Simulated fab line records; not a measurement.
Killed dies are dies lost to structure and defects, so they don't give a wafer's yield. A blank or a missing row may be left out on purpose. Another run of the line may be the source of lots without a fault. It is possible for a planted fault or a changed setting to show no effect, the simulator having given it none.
A struck lot beside a sound one ; flow sky130 ; 45 out of 708 route steps
Sound: these wafers, L563.1, L563.3, L563.4. The struck wafers were L574.2, L574.4, L574.5. At the end, the cause is stated.
Order at every step that has rows: each side's tool, ch and its chambers, its first start. Under that, the readings that differ: sound wafers ; struck wafers ; difference of the means ; sigmas: that difference in standard deviations of wafers without a fault.
alike: words and numbers the same on both sides, and readings whose means are apart by under 2 such deviations; not compared: readings that were withheld, readings missing a value for some wafer, numbers with overlapping values and no deviation given by the record, and bounds like >300 which may hide the same value.
Wherever a step has rows on one side only, a row that says differs or no value, or a row with sigmas, the two part there. Non-overlapping numbers with no deviation appear without sigmas and do not part them. Lack of a reading on every wafer of one side parts them only where that side has two or more wafers.

first, 6 steps without rows for these wafers: SKY_VT_ADJUST_LVTN_HMDS_12 (prime time 60 s); SKY_VT_ADJUST_LVTN_COAT_13 (resist thk 1140 nm); SKY_VT_ADJUST_LVTN_SOFTBAKE_14 (time 60 s); SKY_VT_ADJUST_LVTN_EXPOSE_15 (exposes mask HVN STD DERIVED, target cd 600 nm); SKY_VT_ADJUST_LVTN_PEB_16; SKY_VT_ADJUST_LVTN_DEVELOP_17 (develop time 60 s).
SKY_VT_ADJUST_LVTN_OVL_MEAS_18:
  sound on overlay-02 at day 8 19:50; struck on overlay-02 at day 11 18:23
  alike: VT_ADJUST_LVTN_01_OVL
then, 1 step without rows for these wafers: SKY_VT_ADJUST_LVTN_IMPLANT_19.
SKY_VT_ADJUST_LVTN_STRIP_20: strips in O2/N2.
  sound on plasma-asher-03 ch 0,1, day 8 20:01; struck on plasma-asher-03 ch 0,1, day 11 18:34
  alike: drypump-motor-current-A, o2-flow-sccm, oes-product-au, strip-time-to-endpoint-s
  not compared: rf-hours-counter-h
SKY_VT_ADJUST_LVTN_TW_MEAS_21:
  sound on film-metro-01 at day 8 20:07; struck on film-metro-01 at day 11 18:41
  alike: VT_ADJUST_LVTN_2_TW
then, 2 steps without rows for these wafers: SKY_VT_ADJUST_NCORE_DEHYDRATE_00 (time 60 s); SKY_VT_ADJUST_NCORE_HMDS_01 (prime time 60 s).
SKY_VT_ADJUST_NCORE_COAT_02: resist thk 1140 nm.
  sound on litho-track-01 ch 0, day 9 06:32; struck on litho-track-02, day 12 06:25
  no value came back on the struck wafers for chill-plate-temp-C (C), dispense-pressure-kPa (kPa); on the sound wafers chill-plate-temp-C (C) reads 22.98 22.86 22.87
then, 4 steps without rows for these wafers: SKY_VT_ADJUST_NCORE_SOFTBAKE_03 (time 60 s); SKY_VT_ADJUST_NCORE_EXPOSE_04 (exposes mask LVTN COMPLEMENT THIN, target cd 380 nm); SKY_VT_ADJUST_NCORE_PEB_05; SKY_VT_ADJUST_NCORE_DEVELOP_06 (develop time 60 s).
SKY_VT_ADJUST_NCORE_CD_MEAS_07: the cd target is 380 nm.
  sound on cd-sem-02 at day 9 17:27; struck on cd-sem-01 at day 12 18:43
reading;sound;struck;difference;sigmas
cd-nm (nm);381.9 382.7 379.7;- - -;no value on the struck wafers;
SKY_VT_ADJUST_NCORE_OVL_MEAS_08:
  sound on overlay-02 at day 9 17:34; struck on overlay-01 at day 12 18:50
reading;sound;struck;difference;sigmas
VT_ADJUST_NCORE_OVL (nm);-2.0 0.5 -0.6;- - -;no value on the struck wafers;
then, 1 step without rows for these wafers: SKY_VT_ADJUST_NCORE_IMPLANT_09.
SKY_VT_ADJUST_NCORE_STRIP_10: strips in O2/N2.
  sound on plasma-asher-03 ch 0,1, day 9 17:46; struck on plasma-asher-04 ch 0,1, day 12 19:01
  no value came back on the struck wafers for oes-product-au (a.u.), strip-time-to-endpoint-s (s); on the sound wafers oes-product-au (a.u.) reads 0.716 0.723 0.721
  alike: drypump-motor-current-A, o2-flow-sccm
  not compared: rf-hours-counter-h
SKY_VT_ADJUST_NCORE_TW_MEAS_11:
  sound on film-metro-04 at day 9 17:52; struck on film-metro-04 at day 12 19:07
  alike: VT_ADJUST_NCORE_TW
then, 7 steps without rows for these wafers: SKY_VT_ADJUST_HVTR_DEHYDRATE_00 (time 60 s); SKY_VT_ADJUST_HVTR_HMDS_01 (prime time 60 s); SKY_VT_ADJUST_HVTR_COAT_02 (resist thk 1140 nm); SKY_VT_ADJUST_HVTR_SOFTBAKE_03 (time 60 s); SKY_VT_ADJUST_HVTR_EXPOSE_04 (exposes mask HVTRM, target cd 380 nm); SKY_VT_ADJUST_HVTR_PEB_05; SKY_VT_ADJUST_HVTR_DEVELOP_06 (develop time 60 s).
SKY_VT_ADJUST_HVTR_CD_MEAS_07: the cd target is 380 nm.
  sound on cd-sem-01 at day 10 16:24; struck on cd-sem-01 at day 13 19:49
  alike: cd-nm
SKY_VT_ADJUST_HVTR_OVL_MEAS_08:
  sound on overlay-01 at day 10 16:31; struck on overlay-01 at day 13 19:55
  alike: VT_ADJUST_HVTR_OVL
then, 1 step without rows for these wafers: SKY_VT_ADJUST_HVTR_IMPLANT_09.
SKY_VT_ADJUST_HVTR_STRIP_10: strips in O2/N2.
  sound on plasma-asher-01 ch 0,1, day 10 16:43; struck on plasma-asher-04 ch 0,1, day 13 20:05
reading;sound;struck;difference;sigmas
drypump-motor-current-A (A);5.3 5.3 5.4;6.3 6.3 6.3;+1.0;+2
  alike: o2-flow-sccm, oes-product-au, strip-time-to-endpoint-s
  not compared: rf-hours-counter-h
SKY_VT_ADJUST_HVTR_TW_MEAS_11:
  sound on film-metro-03 at day 10 16:49; struck on film-metro-01 at day 13 20:12
reading;sound;struck;difference;sigmas
VT_ADJUST_HVTR_TW;207.9 206.9 207.1;263.4 264.5 263.2;+56.4;+30
then, 7 steps without rows for these wafers: SKY_VT_ADJUST_PCH_DEHYDRATE_00 (time 60 s); SKY_VT_ADJUST_PCH_HMDS_01 (prime time 60 s); SKY_VT_ADJUST_PCH_COAT_02 (resist thk 3000 nm); SKY_VT_ADJUST_PCH_SOFTBAKE_03; SKY_VT_ADJUST_PCH_EXPOSE_04 (exposes mask NWM, target cd 840 nm); SKY_VT_ADJUST_PCH_PEB_05; SKY_VT_ADJUST_PCH_DEVELOP_06 (develop time 60 s).
SKY_VT_ADJUST_PCH_OVL_MEAS_07:
  sound on overlay-02 at day 11 16:47; struck on overlay-02 at day 14 22:24
  alike: VT_ADJUST_PCH_OVL
SKY_VT_ADJUST_PCH_TW_MEAS_10:
  sound on film-metro-04 at day 11 17:04; struck on film-metro-04 at day 14 22:41
reading;sound;struck;difference;sigmas
VT_ADJUST_PCH_TW;145.8 145.9 146.1;234.1 234.8 235.4;+88.8;+42
SKY_SONOS_TUNNEL_TW_MEAS_12:
  sound on film-metro-04 at day 12 17:31; struck on film-metro-03 at day 16 03:10
reading;sound;struck;difference;sigmas
SONOS_TUNNEL_TW;198.2 198.9 199.9;250.8 250.9 250.4;+51.7;+19
-- record jumps: 33 days separate the struck wafers' starts on either side; left off in module SONOS_TUNNEL, taken up again in module PAD_OPEN, whose first shown step is the route's number 708 --
SKY_PAD_OPEN_PROBE_99:
  record: rows for the struck wafers here (prober-02, day 49 08:19), none for the sound ones

== WHERE THEY PART ==
Earliest at SKY_VT_ADJUST_NCORE_COAT_02; latest, in this record, at SKY_PAD_OPEN_PROBE_99.

WHY: what the simulator had put in
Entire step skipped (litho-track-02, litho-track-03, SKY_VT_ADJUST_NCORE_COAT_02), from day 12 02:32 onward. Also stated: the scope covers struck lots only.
